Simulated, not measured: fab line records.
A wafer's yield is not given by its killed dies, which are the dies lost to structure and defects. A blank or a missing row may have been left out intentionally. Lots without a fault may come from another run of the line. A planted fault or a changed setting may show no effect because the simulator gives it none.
fab line records ; flow sky130 ; part 2 of 2: steps 44 to 44 of 44
record lots=6; wafers=18; lastDay=50
route steps=708 shown VIA3@590 METAL4@598 CAP2M@603 PAD_OPEN@708
lots that met no fault: taken from a fault-free run of the same line
startH: the number of hours between the record's first day and the start of the first shown wafer of the lot ; waitH: how many hours have passed since the lot's step before this one ; " unchanged from the row above ; L1.1+2: a single row standing in for several wafers ; - no value present, or no start provided ; * or withheld: withheld ; < > ~ a bound
route shown NAME@n: names a module that has steps shown in the file, with the first one's number in the route ; usual: mean/standard deviation of fault-free wafers ; same: alike in all rows ; chamber/n: place in a boat ; sites: readings site by site ; _std_site: standard deviation of those values ; _edge_site: inner sites' mean taken away from outer sites' mean ; radiusMm: for every site, how far away it sits from the centre of the wafer ; mask NAME#n: copy n ; behind: the tool/chamber that last shaped the wafer ; hold: why the lot went on hold/how many hours it stayed there/how the hold came to an end ; device: transistor that didn't switch, given as n, p or np ; end of line: tests run on the same wafers once the route is complete ; a step without rows: its recipe alone ; killed: at the first sort, the dies lost to defects and structure; wafer yield is something else ; map: a wafer's dies, x killed, . not, _ none there
set.NAME: the setting the step ran with; set.NAME@STEP: the setting that earlier step ran with ; model.NAME: the simulator's own value behind a step, which no gauge read
certain route steps with their lots: each step a table, each wafer a row
services: from which hour (startH, from the record's first day; less than 0 if before it) a tool's chamber was out of use, for how many hours, and why
## steps
# step SKY_PAD_OPEN_PROBE_99
# usual defectLimitedYield=82.3/2.1; killed_at_M0_to_M3=44/7.3; killed_at_M4_up=3.3/1.8; killedAtContacts=24/5.3; killedAtFrontEnd=16/5; killedAtOther=0.2/0.51; killedDies=87/10; killedOpen=47/7.5; killedShort=40/6.3; sort_bin_3_pad_short=0.9/0.41; sort_bin_5_function=10.5/1.6; sort_bin_6_memory=6.3/1.2; sortNPass=405/10; sortYieldPct=82.3/2.1
# same grossDies=492; killedAtBackSide=0; sort_bin_4_leakage[%]=0; sort_bin_8_speed[%]=0
lot.wafer;tool;chamber;startH;waitH;defectLimitedYield[%];killed_at_M0_to_M3;killed_at_M4_up;killedAtContacts;killedAtFrontEnd;killedAtOther;killedDies;killedOpen;killedShort;sort_bin_3_pad_short[%];sort_bin_5_function[%];sort_bin_6_memory[%];sortNPass;sortYieldPct[%];model.etest.via4Chain.rcOhm
L840.2;prober-02;-;1094.30;0.1;80.7;54;3;23;15;0;95;55;40;0.6;11.4;7.3;397;80.7;0.7919
L840.5;prober-02;-;1094.45;0.2;80.3;53;2;30;11;1;97;52;45;0.8;13.2;5.7;395;80.3;0.8173
L840.6;prober-02;-;1094.50;0.2;83.9;30;1;33;14;1;79;36;43;1.0;10.0;5.1;413;83.9;0.7955
L848.2;prober-02;-;1144.55;0.1;83.3;36;5;24;17;0;82;38;44;0.6;10.2;5.9;410;83.3;0.836
L848.3;prober-02;-;1144.60;0.2;86.2;38;2;15;13;0;68;37;31;0.8;8.7;4.3;424;86.2;0.8277
L848.5;prober-02;-;1144.70;0.2;83.9;43;3;21;11;1;79;43;36;0.2;10.4;5.5;413;83.9;0.8486
L849.4;prober-01;-;1147.61;0.2;78.7;44;4;40;17;0;105;55;50;1.6;11.2;8.5;387;78.7;0.8504
L849.5;prober-01;-;1147.66;0.2;83.7;33;5;28;12;2;80;38;42;1.0;8.7;6.5;412;83.7;0.8599
L849.6;prober-01;-;1147.71;0.2;82.3;38;2;27;20;0;87;38;49;1.0;9.6;7.1;405;82.3;0.8933
L853.1;prober-01;-;1175.22;0.1;84.8;36;5;22;12;0;75;32;43;0.4;10.4;4.5;417;84.8;0.7524
L853.3;prober-01;-;1175.32;0.2;82.9;47;7;21;9;0;84;43;41;0.6;11.2;5.3;408;82.9;0.7962
L853.4;prober-01;-;1175.37;0.2;82.5;48;2;26;10;0;86;52;34;0.4;11.0;6.1;406;82.5;0.8188
L855.2;prober-01;-;1177.80;0.1;81.7;60;4;14;12;0;90;46;44;1.0;11.4;5.9;402;81.7;0.806
L855.3;prober-01;-;1177.85;0.2;82.1;49;4;24;11;0;88;44;44;1.4;12.2;4.3;404;82.1;0.8059
L855.6;prober-01;-;1178.00;0.2;81.7;52;1;22;15;0;90;50;40;0.4;10.8;7.1;402;81.7;0.793
L858.1;prober-02;-;1194.61;0.1;85.0;37;1;22;14;0;74;46;28;0.8;8.7;5.5;418;85.0;0.8053
L858.2;prober-02;-;1194.66;0.1;79.7;44;2;30;24;0;100;53;47;1.0;11.4;7.9;392;79.7;0.8019
L858.5;prober-02;-;1194.81;0.2;82.7;38;3;26;18;0;85;54;31;0.6;10.8;5.9;407;82.7;0.8179
# killed by level:class
L840.2 VIA1:geometricParticle:open=11 CONTACT:geometricParticle:open=11 VIA2:geometricParticle:open=10 METAL1:geometricParticle:short=9 LI_CONTACT:geometricParticle:open=7 METAL2:geometricParticle:short=6 VIA3:geometricParticle:open=6 POLY_GATE:geometricParticle:short=4
L840.5 VIA1:geometricParticle:open=14 LI_CONTACT:geometricParticle:open=10 VIA3:geometricParticle:open=8 CONTACT:geometricParticle:open=8 VIA3:geometricParticle:short=7 VIA2:geometricParticle:open=6 CONTACT:geometricParticle:short=5 METAL2:geometricParticle:short=5
L840.6 CONTACT:geometricParticle:short=12 LI_CONTACT:geometricParticle:open=8 CONTACT:geometricParticle:open=8 METAL1:geometricParticle:short=8 VIA2:geometricParticle:open=6 VIA1:geometricParticle:open=5 FIELD_ISO:geometricParticle:open=4 POLY_GATE:geometricParticle:short=4
L848.2 CONTACT:geometricParticle:open=10 VIA1:geometricParticle:short=7 VIA3:geometricParticle:open=7 POLY_GATE:geometricParticle:short=6 POLY_GATE:geometricParticle:open=6 METAL1:geometricParticle:short=6 LI_CONTACT:geometricParticle:open=5 CONTACT:geometricParticle:short=4
L848.3 VIA1:geometricParticle:open=8 VIA1:geometricParticle:short=6 FIELD_ISO:geometricParticle:short=5 FIELD_ISO:geometricParticle:open=5 CONTACT:geometricParticle:open=5 LI_CONTACT:geometricParticle:open=4 CONTACT:geometricParticle:short=4 VIA2:geometricParticle:short=4
L848.5 VIA1:geometricParticle:open=11 CONTACT:geometricParticle:short=7 LI_CONTACT:geometricParticle:open=6 VIA2:geometricParticle:open=6 VIA3:geometricParticle:open=6 POLY_GATE:geometricParticle:short=5 CONTACT:geometricParticle:open=5 METAL1:geometricParticle:short=4
L849.4 LI_CONTACT:geometricParticle:open=13 CONTACT:geometricParticle:open=9 CONTACT:geometricParticle:short=7 METAL1:geometricParticle:short=7 METAL2:geometricParticle:open=6 FIELD_ISO:geometricParticle:open=5 VIA2:geometricParticle:open=5 LOCAL_INTERCONNECT:geometricParticle:short=5
L849.5 CONTACT:geometricParticle:open=8 LI_CONTACT:geometricParticle:open=8 VIA1:geometricParticle:open=7 LOCAL_INTERCONNECT:geometricParticle:short=7 VIA3:geometricParticle:open=6 FIELD_ISO:geometricParticle:short=5 METAL1:geometricParticle:short=5 METAL2:geometricParticle:short=5
L849.6 LI_CONTACT:geometricParticle:open=8 FIELD_ISO:geometricParticle:open=7 LOCAL_INTERCONNECT:geometricParticle:short=7 METAL2:geometricParticle:short=7 VIA1:geometricParticle:open=6 VIA2:geometricParticle:open=5 POLY_GATE:geometricParticle:short=5 CONTACT:geometricParticle:short=5
L853.1 METAL2:geometricParticle:short=10 CONTACT:geometricParticle:short=7 METAL1:geometricParticle:short=7 CONTACT:geometricParticle:open=6 LI_CONTACT:geometricParticle:open=5 VIA2:geometricParticle:open=5 VIA3:geometricParticle:open=5 FIELD_ISO:geometricParticle:short=3
L853.3 VIA1:geometricParticle:open=11 METAL1:geometricParticle:short=9 LI_CONTACT:geometricParticle:open=8 CONTACT:geometricParticle:open=8 VIA1:geometricParticle:short=7 VIA3:geometricParticle:open=7 METAL4:geometricParticle:short=5 FIELD_ISO:geometricParticle:short=4
L853.4 VIA1:geometricParticle:open=10 VIA3:geometricParticle:open=10 LI_CONTACT:geometricParticle:open=9 VIA1:geometricParticle:short=9 VIA2:geometricParticle:open=7 CONTACT:geometricParticle:open=5 POLY_GATE:geometricParticle:open=4 LI_CONTACT:geometricParticle:short=3
L855.2 VIA1:geometricParticle:open=16 METAL1:geometricParticle:short=10 VIA2:geometricParticle:open=8 CONTACT:geometricParticle:open=6 VIA3:geometricParticle:open=5 VIA1:geometricParticle:short=5 METAL2:geometricParticle:short=5 FIELD_ISO:geometricParticle:short=4
L855.3 VIA1:geometricParticle:open=10 METAL2:geometricParticle:short=8 VIA2:geometricParticle:open=8 CONTACT:geometricParticle:open=7 LI_CONTACT:geometricParticle:open=6 VIA1:geometricParticle:short=6 VIA3:geometricParticle:open=6 METAL1:geometricParticle:short=5
L855.6 VIA1:geometricParticle:open=13 VIA3:geometricParticle:open=8 METAL2:geometricParticle:short=7 METAL1:geometricParticle:short=6 VIA2:geometricParticle:open=6 LI_CONTACT:geometricParticle:short=5 LOCAL_INTERCONNECT:geometricParticle:short=5 CONTACT:geometricParticle:open=5
L858.1 CONTACT:geometricParticle:open=14 VIA1:geometricParticle:open=12 FIELD_ISO:geometricParticle:open=9 VIA2:geometricParticle:open=5 CONTACT:geometricParticle:short=4 METAL1:geometricParticle:short=4 METAL2:geometricParticle:short=4 VIA3:geometricParticle:open=3
L858.2 CONTACT:geometricParticle:open=10 VIA1:geometricParticle:short=8 LI_CONTACT:geometricParticle:open=8 POLY_GATE:geometricParticle:open=7 VIA1:geometricParticle:open=7 VIA3:geometricParticle:open=7 METAL2:geometricParticle:short=6 FIELD_ISO:geometricParticle:short=5
L858.5 VIA1:geometricParticle:open=14 CONTACT:geometricParticle:open=13 VIA2:geometricParticle:open=9 POLY_GATE:geometricParticle:open=7 METAL2:geometricParticle:short=7 FIELD_ISO:geometricParticle:short=5 LI_CONTACT:geometricParticle:open=4 LOCAL_INTERCONNECT:geometricParticle:short=4
## services
tool;chamber;startH;hours;kind
plasmaAsher-03;-;928.35;1.0;repair
cmp-02;-;931.82;4.7;repair
rieMetal-04;-;933.36;4.3;pm
pvdSputter-01;1;933.69;-;consumableReplace:kit
pvdSputter-01;1;933.69;18.0;scheduledDown
pvdSputter-01;1;933.69;18.0;ventCycle
plasmaAsher-03;-;934.25;2.8;pm
rieMetal-04;-;947.51;1.5;repair
cmp-01;-;966.87;11.3;pm
rieMetal-04;-;974.93;2.8;pm
cmp-01;-;978.19;5.4;repair
cmp-01;-;980.45;3.6;repair
pvdSputter-01;-;996.94;1.3;repair
cmp-01;-;1008.35;5.3;pm
plasmaAsher-02;-;1035.97;26.9;repair
plasmaAsher-04;-;1055.25;9.0;pm
rieMetal-02;1;1055.48;7.9;repair
cmp-02;-;1060.51;3.8;repair
plasmaAsher-02;-;1064.06;1.7;repair
cmp-02;-;1084.38;4.0;pm
pvdSputter-04;3;1100.81;-;consumableReplace:kit
pvdSputter-04;3;1100.81;18.0;scheduledDown
pvdSputter-04;3;1100.81;18.0;ventCycle
pvdSputter-01;0;1112.03;-;consumableReplace:kit
## key
firstSign step=SKY_METAL4_METAL_ETCH_18; reading=oesProductAu; direction=up; sigmas=3.1; usual=0.867; struck=0.886
effect none on later readings
modelEffect step=SKY_METAL4_SPUTTER_04; value=TiN_of_METAL4_SPUTTER_04.thkNm; without=69.09; struck=104.9
modelEffect step=SKY_PAD_OPEN_PROBE_99; value=etest.via4Chain.rcOhm; without=0.7899; struck=0.8527
metAt SKY_METAL4_SPUTTER_04
struckWafers L848.2,L848.3,L848.5,L849.4,L849.5,L849.6
onsetBetween 949.41 1011.29
alsoFits SKY_METAL4_SPUTTER_02:pvdSputter-01,SKY_METAL4_SPUTTER_03:pvdSputter-01
fault kind=processParameterDrift; tool=pvdSputter-01; chamber=-; onsetH=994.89; steps=SKY_METAL4_SPUTTER_04; channel=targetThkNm; offset=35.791; shape=step; endH=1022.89; actsIn=theseRecipesOnly; stated=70
